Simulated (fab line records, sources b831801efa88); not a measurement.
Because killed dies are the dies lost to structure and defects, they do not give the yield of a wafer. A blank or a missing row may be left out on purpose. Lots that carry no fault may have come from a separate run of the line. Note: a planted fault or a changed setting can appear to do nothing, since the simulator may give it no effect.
Chamber matching | flow sky130 | 4 sister chambers for SKY_VIA1_CMP_02 on cmp-02
The step polishes SiO2. 4 wafers are shown with their chamber, then 7 later ones without.

== WAFERS WITH THEIR CHAMBER ==
wafer  | chamber | motorCurrentA (A)
L859.1 | 3       | 11.5
L859.6 | 2       | 12.8
L866.1 | 0       | 11.7
L866.3 | 1       | 10.2

== WAFERS WITH NO CHAMBER GIVEN ==
wafer  | motorCurrentA (A)
L866.6 | 10.7
L871.2 | 13.7
L871.4 | 12.1
L871.6 | 13.8
L872.2 | 10.6
L872.3 | 12.7
L872.5 | 12.0

== WHICH CHAMBER EACH WENT THROUGH ==
wafer  | from the rows above          | in truth
L866.6 | can't be placed: 1 or 3 or 0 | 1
L871.2 | can't be placed: 2 or 0      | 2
L871.4 | can't be placed: 0 or 3 or 2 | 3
L871.6 | can't be placed: 2 or 0      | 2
L872.2 | can't be placed: 1 or 3 or 0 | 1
L872.3 | can't be placed: 2 or 0 or 3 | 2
L872.5 | can't be placed: 0 or 3 or 2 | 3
0 of 7 placed correctly. These rows do not allow placing 7 (true chamber among the candidates in 7). Wrongly placed: 0.
How it was worked out, from the rows above alone: a wafer's distance from a chamber is the root of the sum, over the readings, of the square of ((its reading less the chamber's mean) divided by the reading's scatter). The wafer belongs to the nearest chamber; if the next one is less than 2 further off, it can't be placed. A chamber's mean is the mean of its shown wafers. The scatter: root of mean squared gap, hidden wafer to nearest shown wafer, with one shown wafer a chamber.
